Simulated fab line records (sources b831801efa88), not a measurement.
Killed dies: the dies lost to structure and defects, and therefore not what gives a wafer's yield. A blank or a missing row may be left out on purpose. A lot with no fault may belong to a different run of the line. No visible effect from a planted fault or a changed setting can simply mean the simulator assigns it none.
fab line records	flow sky130
record lots=6	wafers=18	last_day=50
route steps=708 shown POLY_GATE@235 LDD_N@237 LDD_P@255 PAD_OPEN@708
lots that met no fault: taken from a fault-free run of the same line
start_h: hours from the record's opening day to when the first of the lot's shown wafers began	wait_h: hours elapsed since this lot's preceding step	" repeats the value in the row above	L1.1+2: one row covering several wafers at once	- no value present, or no start provided	* or withheld: withheld	< > ~ a bound
route shown NAME@n: a module of which the file shows steps, and the number in the route of the first	usual: mean and standard deviation over wafers with no fault	same: alike in all rows	chamber/n: place in a boat	sites: readings site by site	_std_site: the standard deviation of these	_edge_site: mean of outer sites minus mean of inner sites	radius_mm: how far each site lies from the wafer's centre	mask NAME#n: copy n	behind: the tool/chamber that last shaped the wafer	hold: cause of the lot's hold/its duration in hours/its outcome	device: the n, p or np transistor that did not switch	end of line: the tests these same wafers got at the end of their route	for a step that has no rows: nothing shown but its recipe	killed: at the first sort, the dies lost to defects and structure; wafer yield is something else	map: dies across one wafer; x = killed, . = not, _ = none there
set.NAME: setting as actually run; set.NAME@STEP: the setting as run at that earlier step	model.NAME: the simulator's own value behind a step, which no gauge read
lots seen at some steps along the route; tables by step, rows by wafer
services: the hour from which a tool's chamber was out of use, counted from the record's first day as start_h (under 0 if before that day), plus the number of hours and why
## steps
# step SKY_POLY_GATE_THK_MEAS_21
# recipe reads=SiO2_of_POLY_GATE_OXIDATION_20
# usual POLY_GATE_OXIDATION_THK=4.08/0.077
lot.wafer	tool	chamber	start_h	wait_h	POLY_GATE_OXIDATION_THK[nm]
L423.1	film_metro-01	-	409.87	0.0	4.14
L423.2	"	-	"	"	4.11
L423.4	"	-	"	"	4.11
L425.2	film_metro-04	-	424.61	0.0	4.19
L425.5	"	-	"	"	4.20
L425.6	"	-	"	"	4.21
L434.2	film_metro-04	-	506.09	0.0	4.07
L434.3	"	-	"	"	4.14
L434.4	"	-	"	"	4.06
L435.1	film_metro-01	-	514.42	0.0	4.01
L435.5	"	-	"	"	4.01
L435.6	"	-	"	"	3.84
L436.1	film_metro-04	-	520.33	0.0	4.21
L436.3	"	-	"	"	4.12
L436.5	"	-	"	"	4.16
L442.1	film_metro-03	-	594.29	0.0	3.99
L442.2	"	-	"	"	4.06
L442.4	"	-	"	"	4.07
# step SKY_POLY_GATE_CD_MEAS_22
# usual cd_nm=150.1/2.2
lot.wafer	tool	chamber	start_h	wait_h	cd_nm
L423.1	cd_sem-02	-	409.93	0.1	149.0
L423.2	"	-	"	"	154.2
L423.4	"	-	"	"	151.7
L425.2	cd_sem-02	-	424.69	0.1	151.9
L425.5	"	-	"	"	151.0
L425.6	"	-	"	"	153.4
L434.2	cd_sem-01	-	506.17	0.1	149.4
L434.3	"	-	"	"	149.0
L434.4	"	-	"	"	151.0
L435.1	cd_sem-01	-	514.48	0.1	151.9
L435.5	"	-	"	"	148.3
L435.6	"	-	"	"	149.7
L436.1	cd_sem-02	-	520.39	0.1	149.1
L436.3	"	-	"	"	151.6
L436.5	"	-	"	"	151.4
L442.1	cd_sem-02	-	594.35	0.1	149.6
L442.2	"	-	"	"	151.7
L442.4	"	-	"	"	153.5
# step SKY_LDD_N_DEHYDRATE_00
# recipe temp_c=200	time_s=60
# step SKY_LDD_N_HMDS_01
# recipe prime_time_s=60	prime_temp_c=120
# step SKY_LDD_N_COAT_02
# recipe resist=NOVOLAK	spin_rpm=3000	resist_thk_nm=300
# step SKY_LDD_N_SOFTBAKE_03
# recipe temp_c=90	time_s=60	resist=NOVOLAK
# step SKY_LDD_N_EXPOSE_04
# recipe mask_id=NTM	target_cd_nm=840	na=0.6	source_shape=conventional	sigma_outer=0.6	dose_mj=110
# step SKY_LDD_N_PEB_05
# recipe temp_c=withheld	time_s=*	resist=NOVOLAK
# step SKY_LDD_N_DEVELOP_06
# recipe develop_time_s=60	dev_temp_c=23
# step SKY_LDD_N_OVL_MEAS_07
# usual LDD_N_OVL=0.0/1.3
lot.wafer	tool	chamber	start_h	wait_h	LDD_N_OVL[nm]
L423.1	overlay-02	-	440.38	0.1	-0.6
L423.2	"	-	"	"	0.3
L423.4	"	-	"	"	-1.9
L425.2	overlay-01	-	454.60	0.1	0.4
L425.5	"	-	"	"	0.7
L425.6	"	-	"	"	-0.1
L434.2	overlay-02	-	535.99	0.1	-0.6
L434.3	"	-	"	"	1.3
L434.4	"	-	"	"	-1.9
L435.1	overlay-01	-	543.88	0.1	1.2
L435.5	"	-	"	"	-0.2
L435.6	"	-	"	"	-0.1
L436.1	overlay-02	-	549.78	0.1	-1.7
L436.3	"	-	"	"	-0.3
L436.5	"	-	"	"	0.5
L442.1	overlay-02	-	623.18	0.1	1.8
L442.2	"	-	"	"	2.7
L442.4	"	-	"	"	2.0
# step SKY_LDD_N_IMPLANT_08
# recipe species=As	energy_kev=20	dose_cm2=7.5e+13	tilt_deg=withheld	rotation_deg=23
# step SKY_LDD_N_IMPLANT_09
# recipe species=As	energy_kev=20	dose_cm2=7.5e+13	tilt_deg=withheld	rotation_deg=113
# step SKY_LDD_N_IMPLANT_10
# recipe species=As	energy_kev=20	dose_cm2=7.5e+13	tilt_deg=withheld	rotation_deg=203
# usual beam_energy_keV=19.999/0.0069	beam_on_s=10.00/0.21	dose_ions_cm2=7.5e+13/7.4e+10	faraday_current_uA=423/8.6
lot.wafer	tool	chamber	start_h	wait_h	beam_energy_keV	beam_on_s	dose_ions_cm2	faraday_current_uA
L423.1	implanter-01	0	440.71	0.1	20.002	10.09	7.497e+13	417
L423.2	"	0	"	"	19.996	10.16	7.497e+13	416
L423.4	"	0	"	"	20.000	9.63	7.493e+13	437
L425.2	implanter-04	0	454.95	0.1	19.995	10.31	7.492e+13	410
L425.5	"	0	"	"	20.000	9.74	7.504e+13	432
L425.6	"	0	"	"	19.997	10.03	7.502e+13	422
L434.2	implanter-04	0	536.34	0.1	20.004	43.33	4.2271e+14	548
L434.3	"	0	"	"	20.001	43.49	4.2286e+14	548
L434.4	"	0	"	"	20.007	42.41	4.2284e+14	559
L435.1	implanter-04	0	544.22	0.1	20.002	42.14	4.2283e+14	568
L435.5	"	0	"	"	20.013	44.11	4.2281e+14	540
L435.6	"	0	"	"	20.000	44.65	4.2288e+14	535
L436.1	implanter-01	0	550.12	0.1	19.993	9.70	7.508e+13	434
L436.3	"	0	"	"	19.995	10.06	7.484e+13	419
L436.5	"	0	"	"	19.997	9.85	7.494e+13	430
L442.1	implanter-02	0	623.51	0.1	20.007	10.47	7.509e+13	403
L442.2	"	0	"	"	20.007	10.05	7.503e+13	421
L442.4	"	0	"	"	20.008	9.99	7.51e+13	423
# step SKY_LDD_N_IMPLANT_11
# recipe species=As	energy_kev=20	dose_cm2=7.5e+13	tilt_deg=withheld	rotation_deg=293
# step SKY_LDD_N_IMPLANT_12
# recipe species=BF2	energy_kev=50	dose_cm2=5e+12	tilt_deg=30	rotation_deg=0
# step SKY_LDD_N_IMPLANT_13
# recipe species=BF2	energy_kev=50	dose_cm2=5e+12	tilt_deg=30	rotation_deg=90
# step SKY_LDD_N_IMPLANT_14
# recipe species=BF2	energy_kev=50	dose_cm2=5e+12	tilt_deg=30	rotation_deg=180
# step SKY_LDD_N_IMPLANT_15
# recipe species=BF2	energy_kev=50	dose_cm2=5e+12	tilt_deg=30	rotation_deg=270
# step SKY_LDD_N_STRIP_16
# recipe chemistry=O2/N2	power_w=1400	pressure_mtorr=1500	platen_temp_c=withheld	o2_flow_sccm=3000	n2_flow_sccm=300	overash_fraction=0.5
# usual drypump_motor_current_A=5.7/0.49	oes_product_au=0.406/0.0046	strip_time_to_endpoint_s=4.311/0.016
lot.wafer	tool	chamber	start_h	wait_h	drypump_motor_current_A	oes_product_au	rf_hours_counter_h	strip_time_to_endpoint_s
L423.1	plasma_asher-01	0	441.61	0.1	6.3	0.403	1	4.313
L423.2	"	1	"	"	5.7	0.403	1	4.326
L423.4	"	1	"	"	5.7	0.410	-	4.304
L425.2	plasma_asher-03	0	455.83	0.1	5.2	0.410	74	4.307
L425.5	"	1	"	"	6.0	0.403	-	4.314
L425.6	"	0	"	"	5.2	0.408	-	4.320
L434.2	plasma_asher-02	0	537.22	0.1	5.0	0.407	41	5.160
L434.3	"	1	"	"	6.1	0.410	-	5.169
L434.4	"	0	"	"	5.0	0.408	-	5.151
L435.1	plasma_asher-03	0	545.12	0.1	5.2	0.400	83	5.153
L435.5	"	0	"	"	5.2	0.403	-	5.141
L435.6	"	1	"	"	6.1	0.410	-	5.142
L436.1	plasma_asher-03	0	551.02	0.1	5.2	0.404	83	4.306
L436.3	"	0	"	"	5.2	0.410	-	4.302
L436.5	"	0	"	"	5.2	0.409	-	4.294
L442.1	plasma_asher-03	0	624.41	0.1	5.2	0.408	91	4.306
L442.2	"	1	"	"	6.1	0.409	91	4.335
L442.4	"	0	"	"	5.2	0.406	-	4.321
# step SKY_LDD_N_TW_MEAS_17
# usual LDD_N_TW=2583/31
lot.wafer	tool	chamber	start_h	wait_h	LDD_N_TW
L423.1	film_metro-02	-	441.71	0.1	2612
L423.2	"	-	"	"	2601
L423.4	"	-	"	"	2645
L425.2	film_metro-03	-	455.94	0.1	2534
L425.5	"	-	"	"	2518
L425.6	"	-	"	"	2540
L434.2	film_metro-04	-	537.33	0.1	2921
L434.3	"	-	"	"	2909
L434.4	"	-	"	"	2892
L435.1	film_metro-04	-	545.22	0.1	2904
L435.5	"	-	"	"	2912
L435.6	"	-	"	"	2906
L436.1	film_metro-02	-	551.12	0.1	2605
L436.3	"	-	"	"	2587
L436.5	"	-	"	"	2602
L442.1	film_metro-02	-	624.51	0.1	2590
L442.2	"	-	"	"	2601
L442.4	"	-	"	"	2598
# step SKY_LDD_P_DEHYDRATE_00
# recipe temp_c=200	time_s=60
# step SKY_PAD_OPEN_PROBE_99
# usual killed_at_M0_to_M3=45/6.8	killed_at_M4_up=3.1/2	killed_at_contacts=23/5.2	killed_at_front_end=14/3.7	killed_at_other=0.3/0.61	killed_dies=86/9	killed_open=46/6.9	killed_short=39/6.4
# same gross_dies=492	killed_at_back_side=0
lot.wafer	tool	chamber	start_h	wait_h	killed_at_M0_to_M3	killed_at_M4_up	killed_at_contacts	killed_at_front_end	killed_at_other	killed_dies	killed_open	killed_short	model.etest.tip_n.rs_ohm_sq	model.etest.nfet_01v8.r_on_ohm_um	model.etest.nfet_01v8_turned.drive_ua_um	model.etest.nfet_01v8_swapped.drive_ua_um	model.etest.nfet_01v8_lvt.drive_ua_um	model.etest.nfet_01v8.drive_ua_um	model.etest.sram_nfet_pass.drive_ua_um	model.etest.tip_n.rs_ohm_sq_range
L423.1	prober-01	-	1097.71	0.1	34	5	22	17	0	78	36	42	448.7	869.1	478.7	476	544	476.5	456.1	10.4
L423.2	prober-01	-	1097.76	0.1	33	1	26	19	0	79	49	29	446	894	461.9	460.4	527.4	461.2	433	9.201
L423.4	prober-01	-	1097.86	0.2	44	2	17	25	0	88	44	41	445	880.8	471.8	468.4	542.5	469.3	444.2	12.64
L434.2	prober-02	-	1156.61	0.1	44	2	23	11	0	80	53	27	298.4	820.6	515.5	518.5	580	503.4	493.9	7.076
L434.3	prober-02	-	1156.66	0.2	34	2	21	22	1	80	46	34	300.6	799	520	518.3	584.9	508.1	489.5	8.349
L434.4	prober-02	-	1156.71	0.2	40	5	16	17	0	78	48	30	298.5	818.1	505.9	509.2	574.1	501.8	477.6	6.841
L435.1	prober-01	-	1165.30	0.1	50	4	23	22	0	99	55	44	294.6	805.6	511.1	513.1	582.6	505	468.7	11.88
L435.5	prober-01	-	1165.50	0.2	44	3	30	20	0	97	60	37	293.1	792	523	525.7	595.5	516.3	499.1	12.62
L435.6	prober-01	-	1165.55	0.2	43	3	29	14	0	89	54	35	294.8	786.9	525.9	528.1	596.1	517.4	492.5	13
L436.1	prober-02	-	1167.19	0.1	40	0	22	15	1	78	46	32	446.3	871.8	471.7	470.9	536.5	470.1	462.1	9.693
L436.3	prober-02	-	1167.29	0.2	51	2	27	17	0	97	55	42	443.5	867.1	473.9	474.3	542.1	471.8	466.9	12.83
L436.5	prober-02	-	1167.39	0.2	48	3	26	17	0	94	51	42	448.3	888.5	464.5	465.9	535	463.6	462.7	21.06
# killed by level:class
L423.1 VIA2:geometric_particle:open=8 CONTACT:geometric_particle:short=6 VIA1:geometric_particle:open=6 POLY_GATE:geometric_particle:open=5 LI_CONTACT:geometric_particle:short=5 LOCAL_INTERCONNECT:geometric_particle:short=5 VIA3:geometric_particle:open=5 FIELD_ISO:geometric_particle:short=3
L423.2 POLY_GATE:geometric_particle:open=8 CONTACT:geometric_particle:open=8 LI_CONTACT:geometric_particle:open=7 VIA3:geometric_particle:open=6 LOCAL_INTERCONNECT:geometric_particle:short=6 VIA2:geometric_particle:open=6 VIA1:geometric_particle:open=5 FIELD_ISO:geometric_particle:short=4
L423.4 VIA2:geometric_particle:open=8 VIA1:geometric_particle:open=8 METAL1:geometric_particle:short=6 POLY_GATE:geometric_particle:open=6 VIA1:geometric_particle:short=5 CONTACT:geometric_particle:open=5 METAL2:geometric_particle:short=4 POLY_GATE:geometric_particle:short=4
L434.2 VIA2:geometric_particle:open=10 VIA1:geometric_particle:open=10 LI_CONTACT:geometric_particle:open=7 CONTACT:geometric_particle:open=7 VIA3:geometric_particle:open=7 POLY_GATE:geometric_particle:open=6 CONTACT:geometric_particle:short=5 VIA1:geometric_particle:short=4
L434.3 VIA1:geometric_particle:open=10 LI_CONTACT:geometric_particle:open=9 POLY_GATE:geometric_particle:short=8 CONTACT:geometric_particle:open=7 FIELD_ISO:geometric_particle:open=5 CONTACT:geometric_particle:short=5 VIA3:geometric_particle:open=5 POLY_GATE:geometric_particle:open=4
L434.4 VIA2:geometric_particle:open=10 VIA3:geometric_particle:open=8 VIA1:geometric_particle:open=6 LI_CONTACT:geometric_particle:open=5 CONTACT:geometric_particle:open=5 POLY_GATE:geometric_particle:open=4 METAL1:geometric_particle:short=4 FIELD_ISO:geometric_particle:short=3
L435.1 METAL2:geometric_particle:short=10 LI_CONTACT:geometric_particle:open=9 FIELD_ISO:geometric_particle:open=8 VIA3:geometric_particle:open=8 CONTACT:geometric_particle:open=6 METAL1:geometric_particle:short=6 VIA2:geometric_particle:open=6 VIA1:geometric_particle:open=6
L435.5 VIA1:geometric_particle:open=12 CONTACT:geometric_particle:open=11 LI_CONTACT:geometric_particle:open=8 VIA3:geometric_particle:open=7 POLY_GATE:geometric_particle:open=5 CONTACT:geometric_particle:short=5 VIA2:geometric_particle:open=5 FIELD_ISO:geometric_particle:open=4
L435.6 CONTACT:geometric_particle:open=13 VIA1:geometric_particle:open=12 LI_CONTACT:geometric_particle:open=8 METAL2:geometric_particle:short=7 VIA2:geometric_particle:open=6 VIA3:geometric_particle:open=5 FIELD_ISO:geometric_particle:open=4 METAL1:geometric_particle:short=4
L436.1 CONTACT:geometric_particle:open=11 VIA1:geometric_particle:open=10 METAL2:geometric_particle:short=9 VIA2:geometric_particle:open=6 LI_CONTACT:geometric_particle:open=5 FIELD_ISO:geometric_particle:open=4 POLY_GATE:geometric_particle:open=4 METAL1:geometric_particle:short=4
L436.3 CONTACT:geometric_particle:open=11 VIA3:geometric_particle:short=10 VIA3:geometric_particle:open=10 LI_CONTACT:geometric_particle:open=8 FIELD_ISO:geometric_particle:short=7 VIA2:geometric_particle:open=7 VIA1:geometric_particle:open=7 POLY_GATE:geometric_particle:open=4
L436.5 CONTACT:geometric_particle:open=13 VIA1:geometric_particle:open=12 METAL1:geometric_particle:short=7 VIA2:geometric_particle:open=6 VIA3:geometric_particle:open=6 VIA3:geometric_particle:short=5 LI_CONTACT:geometric_particle:open=4 METAL2:geometric_particle:short=4
## services
tool	chamber	start_h	hours	kind
plasma_asher-01	-	421.25	9.0	pm
plasma_asher-01	0	421.25	9.0	vent_cycle
plasma_asher-01	1	421.25	9.0	vent_cycle
implanter-02	-	424.09	6.1	repair
plasma_asher-01	0	430.25	-	clean
plasma_asher-01	1	430.25	-	clean
implanter-02	-	445.45	10.5	repair
implanter-02	-	469.34	3.8	pm
implanter-04	-	471.85	1.4	repair
implanter-02	-	480.03	0.6	repair
plasma_asher-03	-	485.90	5.9	repair
plasma_asher-02	-	514.41	2.8	pm
implanter-01	-	532.23	4.0	repair
implanter-02	-	541.21	40.7	pm
plasma_asher-01	-	545.91	7.1	repair
plasma_asher-02	-	581.25	0.8	repair
implanter-02	-	581.87	4.3	pm
plasma_asher-02	-	589.04	14.1	repair
implanter-04	-	589.46	1.2	repair
implanter-02	-	620.76	2.2	repair
## key
first_sign step=SKY_LDD_N_IMPLANT_10	reading=dose_ions_cm2	direction=up	sigmas=99+	usual=*	struck=*
effect step=SKY_LDD_N_IMPLANT_10	reading=beam_on_s	direction=up	sigmas=99+	usual=10.00	struck=43.36
effect step=SKY_LDD_N_STRIP_16	reading=strip_time_to_endpoint_s	direction=up	sigmas=52	usual=*	struck=*
effect step=SKY_LDD_N_TW_MEAS_17	reading=LDD_N_TW	direction=up	sigmas=10	usual=2583	struck=2907
model_effect step=SKY_PAD_OPEN_PROBE_99	value=etest.tip_n.rs_ohm_sq	without=446.2	struck=296.7
met_at SKY_LDD_N_IMPLANT_10
struck_wafers L434.2,L434.3,L434.4,L435.1,L435.5,L435.6
tester_left_out L434,L435
onset_between 454.95 536.34
fault kind=process_parameter_drift	tool=implanter-04	chamber=-	onset_h=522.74	steps=SKY_LDD_N_IMPLANT_10	channel=dose_cm2	offset=*	shape=step	end_h=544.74	acts_in=*	stated=*
# tester_left_out: of these lots the tester's yield and bins aren't shown, on N5 and GAA mostly nor the transistor test; their killed dies are dies lost to structure and defects alone, not to doping, threshold or leakage, so they don't give the yield
